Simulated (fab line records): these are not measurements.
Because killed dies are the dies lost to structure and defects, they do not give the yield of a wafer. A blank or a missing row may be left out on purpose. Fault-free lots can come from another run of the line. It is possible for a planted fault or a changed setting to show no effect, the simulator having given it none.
Which of the tools did it? + flow sky130 + 18 wafers from 6 lots sampled at 2 of the route's 708 steps

WHAT EACH GAUGE READ, for each wafer
SKY_VT_ADJUST_NCORE_OVL_MEAS_08.
| lot  | measured     | on         | VT_ADJUST_NCORE_OVL (nm) |
|------|--------------|------------|--------------------------|
| L571 | day 8 18:44  | overlay-02 | -0.3 1.0 1.5             |
| L576 | day 10 05:17 | overlay-02 | 0.4 0.3 1.2              |
| L579 | day 11 00:48 | overlay-01 | -1.5 -4.0 -3.7           |
| L584 | day 12 12:16 | overlay-01 | 153.1 152.8 153.2        |
| L587 | day 13 15:36 | overlay-01 | -0.1 1.7 -0.1            |
| L590 | day 14 12:55 | overlay-01 | -2.1 -2.2 -2.5           |

WHICH TOOL RAN EACH LOT (tool, then ch and the chambers of the sampled wafers, then the start)
| lot  | SKY_VT_ADJUST_NCORE_EXPOSE_04       |
|------|-------------------------------------|
| L571 | iline_stepper-02 ch 0, day 8 08:58  |
| L576 | iline_stepper-01 ch 0, day 9 17:47  |
| L579 | iline_stepper-02 ch 0, day 10 14:05 |
| L584 | iline_stepper-02 ch 0, day 12 00:48 |
| L587 | iline_stepper-01 ch 0, day 13 03:11 |
| L590 | iline_stepper-01 ch 0, day 13 23:23 |
- SKY_VT_ADJUST_NCORE_EXPOSE_04: exposes mask LVTN COMPLEMENT THIN, target cd 380 nm.

THE ANSWER, worked out from the rows above alone
Rule: what is usual is taken from the lots themselves. The widest of any qualifying gaps counts: lots, ordered by their means at a reading, are off when they make up no more than a third of the lots, leave a main group of 4 or more, and stand apart from it by 3 or more times the standard deviation of that group's means. A main group whose means are all the same, to the digits that the tables above print for the reading, isn't used. Also off: a lot with no number at a reading for which 4 or more lots have one. All remaining lots with rows at the step are treated as sound.
Off: L584, seen at SKY_VT_ADJUST_NCORE_OVL_MEAS_08 (VT_ADJUST_NCORE_OVL). The main group has a mean of -0.7 nm with a standard deviation of 1.6.
A tool fits if, at a process step before that reading, it ran every lot that is off, and no sound lot after the first of them. The gauges at SKY_VT_ADJUST_NCORE_OVL_MEAS_08 are tried like those tools. One fits: SKY_VT_ADJUST_NCORE_EXPOSE_04 on iline_stepper-02. Its last sound lot is L579 (day 10 14:05), its first lot that is off L584 (day 12 00:48): a fault that began between those two fits.

WHAT WAS PUT IN BY THE SIMULATOR
Scanner matching overlay: iline_stepper-02, from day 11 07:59 on, at SKY_VT_ADJUST_NCORE_EXPOSE_04. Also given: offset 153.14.
Lots struck among those shown: L584. This agrees with what the rule above found.
